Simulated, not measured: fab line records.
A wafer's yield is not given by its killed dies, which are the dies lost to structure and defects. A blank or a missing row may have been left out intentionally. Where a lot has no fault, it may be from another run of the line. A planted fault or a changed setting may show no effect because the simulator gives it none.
Which of the tools did it? -- flow gf180mcu -- route of 602 steps, sampled at 1 step: 12 lots, 34 wafers

## WHAT EACH GAUGE READ, for each wafer
GF_M3_OVL_MEAS_15. Usual: for M3_OVL the level is 1 nm and the standard deviation is 6.
lot,measured,on,M3_OVL (nm),flag
L927,day 21 14:36,overlay-01,6 3 -2,
L929,day 22 07:17,overlay-01,-8 4 -3,
L931,day 23 01:39,overlay-01,-5 5 -5,
L932,day 23 12:11,overlay-01,-2 -2 -1,
L934,day 23 22:04,overlay-01,0 -1 -6,
L943,day 27 10:05,overlay-01,4 5,
L944,day 27 12:57,overlay-01,1 -1,
L945,day 27 18:00,overlay-01,2 0 -2,
L947,day 28 08:47,overlay-02,0 -2 1,
L948,day 28 12:11,overlay-01,8 10 4,
L949,day 28 17:20,overlay-02,-1 -9 2,
L950,day 29 06:11,overlay-01,9 3 10,

## TOOL THAT RAN EACH LOT (tool first, then ch and the chambers of the sampled wafers, then the start)
There is no process step in the record ahead of these readings.

## AS READ BY THE TOOLS THEMSELVES (means over the sampled wafers that have a number; for cases with no such wafer, the mark the record gives instead)
The record holds no such reading with a usual standard deviation.

## THE ANSWER, worked out from the rows above alone
Rule: take the mean of a lot's wafers that have a number; if it is more than 3 standard deviations from the usual mean, the lot is off. A lot without any number at a reading at which 4 lots or more have one is off too. Any other lot the step has rows for is counted as sound. First the gauges in route order, then the tools' own readings, where a lot's mean is used as printed above. The first step at which some lot is off is used, and at that step the reading that is off furthest; a lot without a number counts as furthest.
None of the lots is off at any reading shown; this tells nothing.

## WHAT HAD BEEN PUT IN BY THE SIMULATOR
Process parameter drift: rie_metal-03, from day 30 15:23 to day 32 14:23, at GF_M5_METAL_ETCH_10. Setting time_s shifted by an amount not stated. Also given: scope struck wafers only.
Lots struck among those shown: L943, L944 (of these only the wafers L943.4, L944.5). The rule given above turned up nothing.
